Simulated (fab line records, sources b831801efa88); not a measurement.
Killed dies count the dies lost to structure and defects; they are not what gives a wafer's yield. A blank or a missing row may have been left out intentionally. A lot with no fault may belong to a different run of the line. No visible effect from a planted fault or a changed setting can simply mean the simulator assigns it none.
fab line records ; flow sky130
record lots=6; wafers=16; last_day=49
route steps=708 shown LDD_N@247 LDD_P@255 PAD_OPEN@708
lots untouched by any fault: they come from a run of this same line in which no faults occurred
start_h: the number of hours between the record's first day and the start of the first shown wafer of the lot ; wait_h: hours since the lot's step before ; " same as the row above ; L1.1+2: several wafers, shown together as one row ; - no value, or no start given ; * or withheld: withheld ; < > ~ a bound
route shown NAME@n: a module of which the file shows steps, and the number in the route of the first ; usual: average and standard deviation across the fault-free wafers ; same: alike in all rows ; chamber/n: place in a boat ; sites: the reading at each site ; _std_site: the standard deviation of these ; _edge_site: outer sites' mean less inner sites' ; radius_mm: for every site, how far away it sits from the centre of the wafer ; mask NAME#n: copy n ; behind: tool/chamber where the wafer was last shaped ; hold: cause of the lot's hold/its duration in hours/its outcome ; device: the transistor (n, p or np) that didn't switch ; end of line: the same wafers' tests at the end of the route ; step lacking rows: just its recipe ; killed: the dies lost at the first sort to structure and to defects; this is not the yield of the wafer ; map: dies across one wafer; x = killed, . = not, _ = none there
set.NAME: the setting that was run; set.NAME@STEP: the one run at that earlier step ; model.NAME: the simulator's own value behind a step, which no gauge read
lots seen at some steps along the route; tables by step, rows by wafer
services: from which hour (start_h, from the record's first day; less than 0 if before it) a tool's chamber was out of use, for how many hours, and why
## steps
# step SKY_LDD_N_IMPLANT_10
# recipe species=As; energy_kev=20; dose_cm2=7.5e+13; tilt_deg=withheld; rotation_deg=203
# step SKY_LDD_N_IMPLANT_11
# recipe species=As; energy_kev=20; dose_cm2=7.5e+13; tilt_deg=withheld; rotation_deg=293
# step SKY_LDD_N_IMPLANT_12
# recipe species=BF2; energy_kev=50; dose_cm2=5e+12; tilt_deg=30; rotation_deg=0
# step SKY_LDD_N_IMPLANT_13
# recipe species=BF2; energy_kev=50; dose_cm2=5e+12; tilt_deg=30; rotation_deg=90
# step SKY_LDD_N_IMPLANT_14
# recipe species=BF2; energy_kev=50; dose_cm2=5e+12; tilt_deg=30; rotation_deg=180
# step SKY_LDD_N_IMPLANT_15
# recipe species=BF2; energy_kev=50; dose_cm2=5e+12; tilt_deg=30; rotation_deg=270
# step SKY_LDD_N_STRIP_16
# recipe chemistry=O2/N2; power_w=1400; pressure_mtorr=1500; platen_temp_c=withheld; o2_flow_sccm=3000; n2_flow_sccm=300; overash_fraction=0.5
# usual drypump_motor_current_A=5.4/0.39; oes_product_au=0.406/0.0045; strip_time_to_endpoint_s=4.313/0.016
lot.wafer;tool;chamber;start_h;wait_h;drypump_motor_current_A;oes_product_au;rf_hours_counter_h;strip_time_to_endpoint_s
L478.2;plasma_asher-01;0;402.26;0.1;5.9;0.410;71;4.309
L478.3;plasma_asher-01;1;402.26;0.1;5.7;0.398;-;4.329
L478.4;plasma_asher-01;0;402.26;0.1;5.9;0.403;-;4.292
L487.2;plasma_asher-02;1;479.82;0.1;4.8;0.408;63;4.318
L487.3;plasma_asher-02;1;479.82;0.1;4.8;0.410;-;4.303
L487.4;plasma_asher-02;0;479.82;0.1;4.8;0.409;-;4.294
L492.1;plasma_asher-04;0;524.92;0.1;5.4;0.405;9;4.306
L492.2;plasma_asher-04;1;524.92;0.1;5.3;0.410;9;4.322
L492.3;plasma_asher-04;0;524.92;0.1;5.4;0.404;-;4.334
L494.2;plasma_asher-01;1;547.51;0.1;5.7;0.402;86;4.297
L494.6;plasma_asher-01;1;547.51;0.1;5.7;0.418;-;4.297
L495.3;plasma_asher-02;0;560.26;0.1;4.8;0.405;-;4.298
L495.6;plasma_asher-02;1;560.26;0.1;4.8;0.410;-;4.300
L499.2;plasma_asher-01;0;575.61;0.1;5.9;0.406;88;4.310
L499.5;plasma_asher-01;0;575.61;0.1;5.9;0.405;-;4.312
L499.6;plasma_asher-01;1;575.61;0.1;5.7;0.407;-;4.318
# step SKY_LDD_N_TW_MEAS_17
# usual LDD_N_TW=2584/19
lot.wafer;tool;chamber;start_h;wait_h;LDD_N_TW
L478.2;film_metro-01;-;402.37;0.1;2559
L478.3;film_metro-01;-;402.37;0.1;2567
L478.4;film_metro-01;-;402.37;0.1;2576
L487.2;film_metro-02;-;479.93;0.1;2608
L487.3;film_metro-02;-;479.93;0.1;2601
L487.4;film_metro-02;-;479.93;0.1;2594
L492.1;film_metro-02;-;525.02;0.1;2595
L492.2;film_metro-02;-;525.02;0.1;2581
L492.3;film_metro-02;-;525.02;0.1;2593
L494.2;film_metro-02;-;547.62;0.1;2606
L494.6;film_metro-02;-;547.62;0.1;2594
L495.3;film_metro-01;-;560.34;0.1;2555
L495.6;film_metro-01;-;560.34;0.1;2529
L499.2;film_metro-04;-;575.72;0.1;2567
L499.5;film_metro-04;-;575.72;0.1;2568
L499.6;film_metro-04;-;575.72;0.1;2564
# step SKY_LDD_P_DEHYDRATE_00
# recipe temp_c=200; time_s=60
# step SKY_LDD_P_HMDS_01
# recipe prime_time_s=60; prime_temp_c=120
# step SKY_LDD_P_COAT_02
# recipe resist=NOVOLAK; spin_rpm=3000; resist_thk_nm=1140
# step SKY_LDD_P_SOFTBAKE_03
# recipe temp_c=90; time_s=60; resist=NOVOLAK
# step SKY_LDD_P_EXPOSE_04
# recipe mask_id=PSDM; na=0.6; source_shape=conventional; sigma_outer=0.6; polarization=unpolarized; target_cd_nm=380; dose_mj=138
lot.wafer;tool;chamber;start_h;wait_h;mask
L478.2+3+4;iline_stepper-02;0;417.35;-;PSDM#0
L487.2+3+4;iline_stepper-02;0;495.25;-;PSDM#0
L492.1+2+3;iline_stepper-01;0;540.34;-;PSDM#0
L494.2+6;iline_stepper-02;0;562.52;-;PSDM#0
L495.3+6;iline_stepper-02;0;574.57;-;PSDM#0
L499.2+5+6;iline_stepper-01;0;591.00;-;PSDM#0
# step SKY_LDD_P_PEB_05
# recipe temp_c=withheld; time_s=*; resist=NOVOLAK
# step SKY_LDD_P_DEVELOP_06
# recipe resist=NOVOLAK; developer=TMAH; develop_time_s=60; dev_temp_c=23
# step SKY_LDD_P_CD_MEAS_07
# recipe target_cd_nm=380
# usual cd_nm=380.0/2.5
lot.wafer;tool;chamber;start_h;wait_h;cd_nm
L478.2;cd_sem-02;-;432.95;0.1;381.5
L478.3;cd_sem-02;-;432.95;0.1;382.4
L478.4;cd_sem-02;-;432.95;0.1;381.0
L487.2;cd_sem-02;-;509.80;0.1;378.9
L487.3;cd_sem-02;-;509.80;0.1;379.5
L487.4;cd_sem-02;-;509.80;0.1;377.2
L492.1;cd_sem-01;-;555.24;0.1;376.0
L492.2;cd_sem-01;-;555.24;0.1;378.2
L492.3;cd_sem-01;-;555.24;0.1;377.8
L494.2;cd_sem-02;-;577.11;0.1;354.4
L494.6;cd_sem-02;-;577.11;0.1;353.9
L495.3;cd_sem-01;-;589.49;0.1;382.2
L495.6;cd_sem-01;-;589.49;0.1;358.5
L499.2;cd_sem-01;-;604.92;0.1;384.6
L499.5;cd_sem-01;-;604.92;0.1;381.1
L499.6;cd_sem-01;-;604.92;0.1;380.2
# step SKY_LDD_P_OVL_MEAS_08
# usual LDD_P_OVL=-1.1/1.2
lot.wafer;tool;chamber;start_h;wait_h;LDD_P_OVL[nm]
L478.2;overlay-01;-;433.05;0.1;-1.1
L478.3;overlay-01;-;433.05;0.1;-2.9
L478.4;overlay-01;-;433.05;0.1;-2.0
L487.2;overlay-02;-;509.90;0.1;-3.0
L487.3;overlay-02;-;509.90;0.1;-1.9
L487.4;overlay-02;-;509.90;0.1;-0.7
L492.1;overlay-02;-;555.36;0.1;0.5
L492.2;overlay-02;-;555.36;0.1;-0.5
L492.3;overlay-02;-;555.36;0.1;-1.1
L494.2;overlay-02;-;577.21;0.1;-1.2
L494.6;overlay-02;-;577.21;0.1;-2.7
L495.3;overlay-01;-;589.59;0.1;-1.0
L495.6;overlay-01;-;589.59;0.1;-1.6
L499.2;overlay-02;-;605.03;0.1;-1.7
L499.5;overlay-02;-;605.03;0.1;-0.7
L499.6;overlay-02;-;605.03;0.1;-2.3
# step SKY_PAD_OPEN_PROBE_99
# usual killed_at_M0_to_M3=43/7.5; killed_at_M4_up=3.3/1.9; killed_at_contacts=24/4.6; killed_at_front_end=16/4.9; killed_at_other=0.2/0.46; killed_dies=87/9.1; killed_open=47/7.4; killed_short=39/6.6
# same gross_dies=492; killed_at_back_side=0
lot.wafer;tool;chamber;start_h;wait_h;killed_at_M0_to_M3;killed_at_M4_up;killed_at_contacts;killed_at_front_end;killed_at_other;killed_dies;killed_open;killed_short
L494.2;prober-02;-;1164.71;0.1;41;5;25;13;0;84;41;42
L494.6;prober-02;-;1164.91;0.2;58;3;27;15;0;103;60;43
# killed by level:class
L494.2 LI_CONTACT:geometric_particle:open=9 CONTACT:geometric_particle:open=8 METAL1:geometric_particle:short=7 CONTACT:geometric_particle:short=6 VIA1:geometric_particle:open=6 VIA2:geometric_particle:open=6 METAL2:geometric_particle:short=5 METAL3:geometric_particle:short=5
L494.6 CONTACT:geometric_particle:open=11 VIA1:geometric_particle:open=10 VIA3:geometric_particle:open=9 LI_CONTACT:geometric_particle:open=8 VIA1:geometric_particle:short=8 CONTACT:geometric_particle:short=6 POLY_GATE:geometric_particle:short=6 VIA2:geometric_particle:open=6
## services
tool;chamber;start_h;hours;kind
iline_stepper-01;-;384.67;10.9;repair
iline_stepper-01;-;389.00;7.7;repair
plasma_asher-04;-;390.04;14.6;pm
iline_stepper-01;-;396.73;1.7;pm
plasma_asher-01;-;405.85;4.3;pm
iline_stepper-02;-;419.47;1.7;pm
plasma_asher-04;-;421.25;9.0;pm
plasma_asher-04;0;421.25;9.0;vent_cycle
plasma_asher-04;1;421.25;9.0;vent_cycle
plasma_asher-04;0;430.25;-;clean
plasma_asher-04;1;430.25;-;clean
plasma_asher-01;-;440.15;0.6;repair
plasma_asher-04;-;470.01;3.1;repair
iline_stepper-01;0;486.44;-;calibration
iline_stepper-01;-;500.76;2.2;repair
plasma_asher-02;-;551.04;1.3;repair
iline_stepper-02;0;587.97;-;calibration
plasma_asher-01;-;590.03;6.1;repair
## key
first_sign step=SKY_LDD_P_CD_MEAS_07; reading=cd_nm; direction=down; sigmas=9.9; usual=380.0; struck=355.6
effect none on later readings
met_at SKY_LDD_P_EXPOSE_04
struck_wafers L494.2,L494.6,L495.6
tester_left_out L494,L495
onset_between 495.25 562.52
fault kind=process_parameter_drift; tool=iline_stepper-02; chamber=-; onset_h=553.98; steps=SKY_LDD_P_EXPOSE_04; channel=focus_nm; offset=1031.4; shape=step; end_h=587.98; scope=struck_wafers_only
# tester_left_out: of these lots the tester's yield and bins aren't shown, on N5 and GAA mostly nor the transistor test; their killed dies are dies lost to structure and defects alone, not to doping, threshold or leakage, so they don't give the yield
